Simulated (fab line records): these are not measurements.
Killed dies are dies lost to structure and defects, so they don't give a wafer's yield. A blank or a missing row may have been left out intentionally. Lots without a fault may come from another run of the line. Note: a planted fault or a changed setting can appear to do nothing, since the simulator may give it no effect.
A struck lot beside a sound one -- flow gf180mcu -- 15 steps out of a route of 602
Sound: these wafers, L442.2, L442.4, L442.5. The struck wafers were L445.1, L445.3, L445.5. At the end, the cause is stated.
Each step with rows lists, per side, the tool, then ch with its chambers, then its first start. Under that, the readings that differ: sound wafers -- struck wafers -- difference of the means -- sigmas: that difference in standard deviations of wafers without a fault.
alike: words and numbers the same on both sides, and readings whose means are apart by under 2 such deviations; not compared: readings that were withheld, readings missing a value for some wafer, numbers with overlapping values and no deviation given by the record, and bounds like >300 which may hide the same value.
A row with sigmas, a row that says differs or no value, or rows on one side alone: a step with any of these is where the two part. Numbers that have no deviation but don't overlap get no sigmas and don't part them. Lack of a reading on every wafer of one side parts them only where that side has two or more wafers.

GF_STI_STRIP_15: strips in O2/N2.
  sound on plasma-asher-04 ch 0,1, day 3 08:11; struck on plasma-asher-01 ch 0, day 3 23:58
reading,sound,struck,difference,sigmas
drypump-motor-current-A (A),5.0 5.1 5.1,6.6 6.6 6.6,+1.5,+3
  alike: heater-power-w, oes-product-au, strip-time-to-endpoint-s
  not compared: rf-hours-counter-h
then, 6 steps without rows for these wafers: GF_STI_CLEAN_16 (cleans in dHF, time 25 s); GF_STI_WET_ETCH_17 (etches Si3N4 in H3PO4, target depth 45 nm, time 514 s); GF_STI_CLEAN_18 (cleans in SC1/SC2, time 150 s); GF_STI_CLEAN_19 (cleans in dHF, time 20 s); GF_STI_WET_ETCH_20 (etches SiO2 in dHF, target depth 20 nm, time 400 s); GF_STI_OXIDATION_21 (stabilise 600 s, purge 300 s, target thk 15 nm).
GF_STI_THK_MEAS_22:
  sound on film-metro-02 at day 3 09:47; struck on film-metro-01 at day 4 01:34
  alike: STI_OXIDATION_01_THK
then, 1 step without rows for these wafers: GF_STI_CVD_23 (deposits SiO2, target thk 650 nm, time 108.3 s).
GF_STI_THK_MEAS_24:
  sound on film-metro-02 at day 3 09:55; struck on film-metro-01 at day 4 01:44
  alike: STI_CVD_23_THK
GF_STI_CMP_25: polishes, stops on Si3N4, t overpolish 33 s, target thk 524.6 nm.
  sound on cmp-02 ch 0,1, day 3 09:58; struck on cmp-01 ch 0,1, day 4 01:47
reading,sound,struck,difference,sigmas
motor-current-A (A),10.5 10.7 10.3,11.7 13.4 11.5,+1.7,+2
time-to-endpoint-s (s),129 127 131,114 125 115,-11,-2
  alike: overpolish-run-s
then, 1 step without rows for these wafers: GF_STI_WET_ETCH_26 (etches SiO2 in dHF, target depth 94 nm, time 188 s).
GF_STI_WET_ETCH_27: etches Si3N4 in H3PO4, target depth 160 nm, time 1825 s.
  sound on wet-bench-01 ch 1, day 3 10:20; struck on wet-bench-01 ch 1, day 4 02:09
  no value came back on the struck wafers for bath-guard-temp-C (C), bath-heat-duty-pct (%); on the sound wafers bath-guard-temp-C (C) reads 160.2 160.5 160.3
reading,sound,struck,difference,sigmas
model.Si3N4_of_STI_CVD_03.thk-nm (nm),0 0 0,154.5 153 154.1,+153.9,
then, 1 step without rows for these wafers: GF_STI_WET_ETCH_28 (etches SiO2 in dHF, target depth 20 nm, time 38.74 s).
-- the record jumps here: 28 days lie between the struck wafers' starts before and after (it left off in module STI and takes up again in module PASSIVATION, whose first step shown is number 602 of the route) --
GF_PASSIVATION_PROBE_99:
  only the struck wafers here have rows in the record (prober-01, day 31 17:52); the sound ones have none

== WHERE THEY PART ==
Earliest at GF_STI_STRIP_15; latest, in this record, at GF_PASSIVATION_PROBE_99.

WHY: what had been put in by the simulator
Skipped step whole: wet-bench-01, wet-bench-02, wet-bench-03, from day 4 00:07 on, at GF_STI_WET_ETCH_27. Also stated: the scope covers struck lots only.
